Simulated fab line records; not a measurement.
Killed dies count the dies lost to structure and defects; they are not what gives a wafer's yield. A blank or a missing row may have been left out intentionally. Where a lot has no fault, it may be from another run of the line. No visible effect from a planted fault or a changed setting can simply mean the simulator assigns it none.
Problem report, 8D (eight disciplines) form, completed by code + flow sky130 + the parts of the form that need people (team, actions taken, sign-off) are left out

== 1. WHAT IS WRONG ==
PASSIVATION_CVD_02_THK at SKY_PASSIVATION_THK_MEAS_03 reads a mean of 508 nm on 1 wafer of 1 lot; wafers without a fault read 541 nm with a standard deviation of 6.7. Relative to the usual mean, that is a shift of -4.9 standard deviations.
First observed at day 46 10:05: wafer L184.1, on film_metro-04. At this step, 33 wafers from 11 lots have a number in the record. The rule behind "out" and "out of limits": a value lying over 4 standard deviations away from the usual mean. All remaining wafers that have a number are taken as sound.

== 2. WHAT IT IS; WHAT IT IS NOT ==
| question                    | is                     | is not                                                                                       |
|-----------------------------|------------------------|----------------------------------------------------------------------------------------------|
| which readings at this step | PASSIVATION_CVD_02_THK | -                                                                                            |
| which lots                  | L184                   | L175, L176, L177, L179, L182, L190, L191, L196, L197, L198                                   |
| which wafers of those lots  | L184.1                 | L184.2, L184.3                                                                               |
| read on which gauges        | film_metro-04          | film_metro-01, film_metro-03                                                                 |
| when                        | from day 46 10:05      | up to then (17 sound wafers); but 15 sound wafers of L190, L191, L196, L197, L198 came after |

== 3. SUSPECTS, AND WHAT RULES EACH OUT ==
Counting: if a tool at a process step up to the reading ran every lot that is out, it stays a suspect. Sound lots after the first of them don't rule it out here, since some wafers of a struck lot are sound.
- the gauge at SKY_PASSIVATION_THK_MEAS_03 is ruled out. All the wafers that are out were read on film_metro-04, but those of them that SKY_PASSIVATION_CVD_02 has rows for are out there too, on other tools.
- pecvd-01 at SKY_PASSIVATION_CVD_02 (deposits Si3N4, target thk 540 nm): kept. It ran the lot that is out, L184 (day 46 09:52); its last sound lot up to then is L182 (day 45 20:14). Its own readings are out on those wafers: rf_fwd_power_W.
- Within pecvd-01 at SKY_PASSIVATION_CVD_02: the wafers that are out ran in chamber 1; their sound lot-mates ran in chambers 0, 2.
Remaining after the count: pecvd-01 at SKY_PASSIVATION_CVD_02.

== 4. THE CAUSE (what the simulator had put in) ==
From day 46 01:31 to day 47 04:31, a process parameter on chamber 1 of pecvd-01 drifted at SKY_PASSIVATION_CVD_02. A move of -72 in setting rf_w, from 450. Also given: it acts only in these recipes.
This tool alone remained once counting was done.

== 5. SEQUENCE OF EFFECTS, ordered by route ==
One row per reading whose mean, taken over the struck wafers that have a number, lies over 3 standard deviations from the usual. Only readings whose record carries a usual standard deviation are examined. hours: median over the lots of the time between each lot's start at the first step of this table that gives one and its start at this step. sigmas: the change, counted in usual standard deviations.
| hours | step                        | reading                | usual      | on struck wafers | change | sigmas |
|-------|-----------------------------|------------------------|------------|------------------|--------|--------|
| 0     | SKY_PASSIVATION_CVD_02      | rf_fwd_power_W         | 448.9 W    | 375.3            | -73.6  | -61    |
| 0     | SKY_PASSIVATION_THK_MEAS_03 | PASSIVATION_CVD_02_THK | 541 nm     | 508              | -33    | -4.9   |
| 20    | SKY_PASSIVATION_ETCH_11     | oes_product_au         | 0.979 a.u. | 0.949            | -0.030 | -4.7   |
| 40    | SKY_PAD_OPEN_ETCH_07        | oes_product_au         | 0.979 a.u. | 0.945            | -0.034 | -4.7   |
It contains these process steps:
- SKY_PASSIVATION_CVD_02: deposits Si3N4, target thk 540 nm.
- SKY_PASSIVATION_ETCH_11: etches the open film in CF4/O2, stops on AlCu, target depth 725 nm, time 161.1 s.
- SKY_PAD_OPEN_ETCH_07: etches the open film in CF4/O2, stops on AlCu, target depth 725 nm, time 161.1 s.

== 6. HOW IT WOULD HAVE BEEN CAUGHT EARLIER ==
Counted from the fault's start at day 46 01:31, it took 9 hours until the first out-of-limits reading at a measuring or inspecting step in this record, taken at day 46 10:05.
At SKY_PASSIVATION_CVD_02, the tool's own readings (rf_fwd_power_W) were out on each struck wafer the step has a row for, so an alarm limit on them would have fired on the first such wafer.
Lots out: 1; all had begun SKY_PASSIVATION_CVD_02 on pecvd-01 by day 46 10:05. None of them would have been spared by holding the tool at that moment.
